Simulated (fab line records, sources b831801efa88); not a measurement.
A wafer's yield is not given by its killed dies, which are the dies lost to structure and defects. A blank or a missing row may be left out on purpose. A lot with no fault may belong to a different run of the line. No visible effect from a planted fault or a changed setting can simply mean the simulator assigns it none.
What tool caused it? :: flow sky130 :: 6 lots, 18 wafers sampled, at 3 steps of a route of 708

WHAT THE GAUGES READ, wafer by wafer
SKY_LDD_P_TW_MEAS_11.
lot: L628
measured: day 20 05:37
on: film_metro-02
LDD_P_TW: 635 635 640

lot: L631
measured: day 21 04:55
on: film_metro-02
LDD_P_TW: 639 642 639

lot: L634
measured: day 22 01:27
on: film_metro-04
LDD_P_TW: 641 642 641

lot: L637
measured: day 23 02:56
on: film_metro-04
LDD_P_TW: 642 643 641

lot: L645
measured: day 25 15:58
on: film_metro-04
LDD_P_TW: 639 639 640

lot: L647
measured: day 26 08:11
on: film_metro-04
LDD_P_TW: 637 637 640

WHICH TOOL RAN EACH LOT (tool, then ch and the chambers of the sampled wafers, then the start)
lot: L628
SKY_VT_ADJUST_PCH_STRIP_09: plasma_asher-03 ch 0,1, day 11 10:16
SKY_LDD_P_DEVELOP_06: litho_track-04 ch 0, day 20 05:05

lot: L631
SKY_VT_ADJUST_PCH_STRIP_09: plasma_asher-02 ch 0,1, day 12 03:17
SKY_LDD_P_DEVELOP_06: litho_track-04 ch 0, day 21 04:23

lot: L634
SKY_VT_ADJUST_PCH_STRIP_09: plasma_asher-02 ch 0,1, day 12 19:44
SKY_LDD_P_DEVELOP_06: litho_track-02 ch 0, day 22 00:52

lot: L637
SKY_VT_ADJUST_PCH_STRIP_09: plasma_asher-01 ch 0,1, day 13 18:40
SKY_LDD_P_DEVELOP_06: litho_track-04 ch 0, day 23 02:24

lot: L645
SKY_VT_ADJUST_PCH_STRIP_09: plasma_asher-03 ch 0,1, day 16 02:14
SKY_LDD_P_DEVELOP_06: litho_track-04 ch 0, day 25 15:24

lot: L647
SKY_VT_ADJUST_PCH_STRIP_09: plasma_asher-03 ch 0,1, day 16 21:25
SKY_LDD_P_DEVELOP_06: litho_track-02 ch 0, day 26 07:38
- SKY_VT_ADJUST_PCH_STRIP_09: strips in O2/N2.
- SKY_LDD_P_DEVELOP_06: develop time 60 s.

THE ANSWER, worked out from the rows above alone
Rule: the lots themselves supply what counts as usual. Put in order of their means at a reading, lots are off if they are a third of the lots or fewer, leave a main group of 4 or more, and stand apart from it by a gap of 3 or more times the standard deviation of the main group's means; of several such gaps the widest counts. The tables above print the reading to a certain number of digits; a main group whose means all agree to those digits is not used. A lot without any number at a reading at which 4 lots or more have one is off too. Any other lot the step has rows for is counted as sound.
Nothing can be told from this: no lot is off at any reading shown.

WHAT HAD BEEN PUT IN BY THE SIMULATOR
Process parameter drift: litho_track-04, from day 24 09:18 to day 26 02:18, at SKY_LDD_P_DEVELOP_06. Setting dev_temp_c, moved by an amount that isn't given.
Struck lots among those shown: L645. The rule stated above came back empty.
